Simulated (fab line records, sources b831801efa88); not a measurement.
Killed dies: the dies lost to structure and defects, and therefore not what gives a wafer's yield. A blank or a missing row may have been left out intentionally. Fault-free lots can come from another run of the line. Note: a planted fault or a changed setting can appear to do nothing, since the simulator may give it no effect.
Which tool is to blame? | flow gf180mcu | 10 lots with 30 wafers sampled at 6 steps, on a route of 602 steps

## WHAT THE GAUGES SHOWED, per wafer
GF_PSD_TW_MEAS_11. Usual: PSD_TW gives 3176 (standard deviation 14).
lot  | measured     | on            | PSD_TW         | flag
L208 | day 14 19:49 | film-metro-01 | 3173 3165 3169 |
L209 | day 15 04:53 | film-metro-04 | 3207 3191 3203 |
L212 | day 16 15:46 | film-metro-01 | 3154 3158 3176 |
L213 | day 16 23:32 | film-metro-03 | 3188 3187 3161 |
L214 | day 17 17:04 | film-metro-03 | 3149 3175 3163 |
L217 | day 18 08:13 | film-metro-01 | 3169 3190 3171 |
L219 | day 18 16:31 | film-metro-03 | 3164 3163 3170 |
L227 | day 21 09:58 | film-metro-03 | 2813 2800 2817 | OFF
L229 | day 22 08:07 | film-metro-04 | 2786 2792 2797 | OFF
L230 | day 22 15:02 | film-metro-04 | 3190 3182 3187 |

GF_PSD_RS_MEAS_15: measures by four-point-probe. Usual: PSD_RS gives 108.6 ohm/sq (standard deviation 0.32).
lot  | measured     | on            | PSD_RS (ohm/sq)   | flag
L208 | day 14 20:08 | film-metro-04 | 108.4 108.2 108.5 |
L209 | day 15 05:11 | film-metro-01 | 108.4 108.6 108.9 |
L212 | day 16 16:04 | film-metro-01 | 109.2 109.1 108.8 |
L213 | day 16 23:50 | film-metro-03 | 108.9 108.6 108.6 |
L214 | day 17 17:23 | film-metro-04 | 108.3 108.3 108.4 |
L217 | day 18 08:32 | film-metro-04 | 108.8 108.5 109.1 |
L219 | day 18 16:52 | film-metro-03 | 108.1 108.3 108.2 |
L227 | day 21 10:17 | film-metro-04 | 149.2 148.9 148.8 | OFF
L229 | day 22 08:26 | film-metro-04 | 148.7 149.2 148.4 | OFF
L230 | day 22 15:22 | film-metro-03 | 108.2 108.5 108.5 |

## WHAT TOOL EACH LOT RAN ON (gives the tool, then ch and the chambers of the sampled wafers, and finally the start)
lot  | GF_HV_LDD_STRIP_37                   | GF_HV_LDD_ETCHBACK_58              | GF_PSD_IMPLANT_09               | GF_PSD_STRIP_10
L208 | plasma-asher-02 ch 0,1, day 12 02:14 | rie-diel-01 ch 1,3, day 13 01:58   | implanter-01 ch 0, day 14 19:34 | plasma-asher-01 ch 0,1, day 14 19:43
L209 | plasma-asher-01 ch 0, day 12 11:26   | rie-diel-04 ch 1,3, day 13 10:20   | implanter-01 ch 0, day 15 04:38 | plasma-asher-01 ch 0,1, day 15 04:47
L212 | plasma-asher-02 ch 0,1, day 13 19:38 | rie-diel-01 ch 1,2,3, day 14 19:17 | implanter-03 ch 0, day 16 15:31 | plasma-asher-04 ch 0,1, day 16 15:40
L213 | plasma-asher-02 ch 0,1, day 14 01:35 | rie-diel-04 ch 0,1,3, day 15 02:06 | implanter-01 ch 0, day 16 23:17 | plasma-asher-04 ch 0,1, day 16 23:26
L214 | plasma-asher-02 ch 0,1, day 14 16:29 | rie-diel-04 ch 0,2,3, day 15 18:28 | implanter-01 ch 0, day 17 16:49 | plasma-asher-02 ch 0,1, day 17 16:58
L217 | plasma-asher-03 ch 1, day 15 07:28   | rie-diel-01 ch 2,3, day 16 08:29   | implanter-01 ch 0, day 18 07:59 | plasma-asher-02 ch 0,1, day 18 08:07
L219 | plasma-asher-02 ch 0,1, day 15 15:53 | rie-diel-04 ch 0,1,2, day 16 16:59 | implanter-03 ch 0, day 18 16:16 | plasma-asher-04 ch 0, day 18 16:25
L227 | plasma-asher-02 ch 0,1, day 18 06:01 | rie-diel-01 ch 0,1, day 19 08:47   | implanter-03 ch 0, day 21 09:43 | plasma-asher-01 ch 0,1, day 21 09:52
L229 | plasma-asher-01 ch 0,1, day 19 02:23 | rie-diel-04 ch 0,1,2, day 20 06:41 | implanter-03 ch 0, day 22 07:52 | plasma-asher-02 ch 0,1, day 22 08:01
L230 | plasma-asher-03 ch 0,1, day 19 10:34 | rie-diel-04 ch 0,1, day 20 14:26   | implanter-01 ch 0, day 22 14:48 | plasma-asher-02 ch 0,1, day 22 14:56
- GF_HV_LDD_STRIP_37: strips in O2/N2.
- GF_HV_LDD_ETCHBACK_58: etches Si3N4 in CH3F/O2, stops on SiO2, time 100 s, target depth 90 nm.
- GF_PSD_IMPLANT_09
- GF_PSD_STRIP_10: strips in O2/N2.

## WHAT THE TOOLS THEMSELVES READ (means of the sampled wafers that have a number; where no wafer has one, the mark that the record gives instead)
GF_HV_LDD_STRIP_37. Usual: drypump-motor-current-A 6.1 A, standard deviation 0.46; heater-power-w 318 W, standard deviation 34; oes-product-au 0.715 a.u., standard deviation 0.0041; strip-time-to-endpoint-s 12.64 s, standard deviation 0.038.
lot  | tool            | drypump-motor-current-A (A) | heater-power-w (W) | oes-product-au (a.u.) | strip-time-to-endpoint-s (s) | flag
L208 | plasma-asher-02 | 6.0                         | 297                | 0.719                 | 12.69                        |
L209 | plasma-asher-01 | 5.3                         | 330                | 0.715                 | 12.71                        |
L212 | plasma-asher-02 | 6.0                         | 293                | 0.718                 | 12.67                        |
L213 | plasma-asher-02 | 6.3                         | 285                | 0.711                 | 12.66                        |
L214 | plasma-asher-02 | 6.0                         | 295                | 0.716                 | 12.69                        |
L217 | plasma-asher-03 | 5.6                         | 367                | 0.714                 | 12.62                        |
L219 | plasma-asher-02 | 6.3                         | 286                | 0.717                 | 12.63                        |
L227 | plasma-asher-02 | 6.0                         | 296                | 0.717                 | 12.63                        |
L229 | plasma-asher-01 | 6.0                         | 358                | 0.715                 | 12.64                        |
L230 | plasma-asher-03 | 6.0                         | 343                | 0.715                 | 12.65                        |

GF_HV_LDD_ETCHBACK_58. Usual: O2_flow_sccm 29.98 sccm, standard deviation 0.092; ch3f-flow-sccm 40.00 sccm, standard deviation 0.11; drypump-motor-current-A 5.7 A, standard deviation 0.56; oes-product-au 0.842 a.u., standard deviation 0.0062; throttle-valve-pct 10.560 %, standard deviation 0.0086.
lot  | tool        | O2_flow_sccm (sccm) | ch3f-flow-sccm (sccm) | drypump-motor-current-A (A) | oes-product-au (a.u.) | throttle-valve-pct (%) | flag
L208 | rie-diel-01 | 29.96               | 40.12                 | 5.5                         | 0.844                 | 10.563                 |
L209 | rie-diel-04 | 30.00               | 39.98                 | 5.4                         | 0.838                 | 10.563                 |
L212 | rie-diel-01 | 29.93               | 40.08                 | 5.6                         | 0.840                 | 10.560                 |
L213 | rie-diel-04 | 30.08               | 39.98                 | 5.7                         | 0.841                 | 10.569                 |
L214 | rie-diel-04 | 29.98               | 40.00                 | 6.2                         | 0.851                 | 10.559                 |
L217 | rie-diel-01 | 30.07               | 39.99                 | 5.8                         | 0.837                 | 10.561                 |
L219 | rie-diel-04 | 30.03               | 40.00                 | 6.1                         | 0.841                 | 10.561                 |
L227 | rie-diel-01 | 30.02               | 39.99                 | 5.5                         | 0.842                 | 10.552                 |
L229 | rie-diel-04 | 29.86               | 40.01                 | 6.1                         | 0.844                 | 10.559                 |
L230 | rie-diel-04 | 30.01               | 39.99                 | 6.1                         | 0.835                 | 10.551                 |

GF_PSD_IMPLANT_09. Usual: dose-ions-cm2 1.5002e+15, standard deviation 1.8e+12; end-station-pressure-torr 1.17e-05 Torr, standard deviation 6e-07; faraday-current-uA 8264, standard deviation 160.
lot  | tool         | dose-ions-cm2 | end-station-pressure-torr (Torr) | faraday-current-uA | flag
L208 | implanter-01 | 1.5015e+15    | 1.26e-05                         | 8369               |
L209 | implanter-01 | 1.4989e+15    | 1.16e-05                         | 8273               |
L212 | implanter-03 | 1.4986e+15    | 1.20e-05                         | 8322               |
L213 | implanter-01 | 1.4977e+15    | 1.20e-05                         | 8140               |
L214 | implanter-01 | 1.4984e+15    | 1.17e-05                         | 8255               |
L217 | implanter-01 | 1.4993e+15    | 1.14e-05                         | 8398               |
L219 | implanter-03 | 1.5008e+15    | 1.18e-05                         | 8271               |
L227 | implanter-03 | 8.4987e+14    | 8.20e-06                         | 4691               | OFF
L229 | implanter-03 | 8.4703e+14    | 8.73e-06                         | 4744               | OFF
L230 | implanter-01 | 1.5002e+15    | 1.13e-05                         | 8258               |

GF_PSD_STRIP_10. Usual: drypump-motor-current-A 6.0 A, standard deviation 0.48; heater-power-w 334 W, standard deviation 28; oes-product-au 0.591 a.u., standard deviation 0.0044; strip-time-to-endpoint-s 16.54 s, standard deviation 0.045.
lot  | tool            | drypump-motor-current-A (A) | heater-power-w (W) | oes-product-au (a.u.) | strip-time-to-endpoint-s (s) | flag
L208 | plasma-asher-01 | 5.7                         | 345                | 0.593                 | 16.53                        |
L209 | plasma-asher-01 | 5.7                         | 344                | 0.588                 | 16.51                        |
L212 | plasma-asher-04 | 6.1                         | 338                | 0.591                 | 16.55                        |
L213 | plasma-asher-04 | 6.0                         | 334                | 0.587                 | 16.51                        |
L214 | plasma-asher-02 | 6.0                         | 304                | 0.593                 | 16.55                        |
L217 | plasma-asher-02 | 6.3                         | 288                | 0.594                 | 16.49                        |
L219 | plasma-asher-04 | 5.7                         | 354                | 0.593                 | 16.52                        |
L227 | plasma-asher-01 | 6.1                         | 357                | 0.634                 | 14.78                        | OFF
L229 | plasma-asher-02 | 6.0                         | 300                | 0.634                 | 14.88                        | OFF
L230 | plasma-asher-02 | 6.3                         | 293                | 0.593                 | 16.53                        |

## THE ANSWER, worked out from the rows above alone
Rule: a lot counts as off when the mean over its wafers that have a number is more than 3 standard deviations away from the usual mean. Also off: a lot with no number at a reading for which 4 or more lots have one. Where the step has rows for the other lots, those lots are counted as sound. The gauges are gone through in route order, then the tools' own readings, and for those a lot's mean is taken as printed above. The first step at which some lot is off is used, and at that step the reading that is off furthest; a lot without a number counts as furthest.
Off: L227, L229, seen at GF_PSD_TW_MEAS_11 (PSD_TW).
If a tool, at a process step before that reading, ran all the lots that are off and no sound lot after the first of them, it fits. Not tried: the gauges at GF_PSD_TW_MEAS_11; whatever is off there is also off at GF_PSD_IMPLANT_09, on other tools, and gauge error can't account for it. One fits: GF_PSD_IMPLANT_09 on implanter-03. A fault onset in the window from L219 (day 18 16:16, its last sound lot) to L227 (day 21 09:43, its first lot off) fits.
The tool's own readings at GF_PSD_IMPLANT_09 bear it out: on the lots that are off they differ by more than 5 times the standard deviation of the sound lots' means. dose-ions-cm2 reads 8.4845e+14 there against 1.4994e+15 on the sound lots; end-station-pressure-torr reads 8.46e-06 Torr there against 1.18e-05 Torr on the sound lots; faraday-current-uA reads 4718 there against 8286 on the sound lots.

## WHAT THE SIMULATOR HAD INSERTED
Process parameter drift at GF_PSD_IMPLANT_09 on implanter-03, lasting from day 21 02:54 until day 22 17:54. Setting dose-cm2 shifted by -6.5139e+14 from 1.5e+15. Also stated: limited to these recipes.
Shown lots that were struck: L227, L229. The rule above found the same.
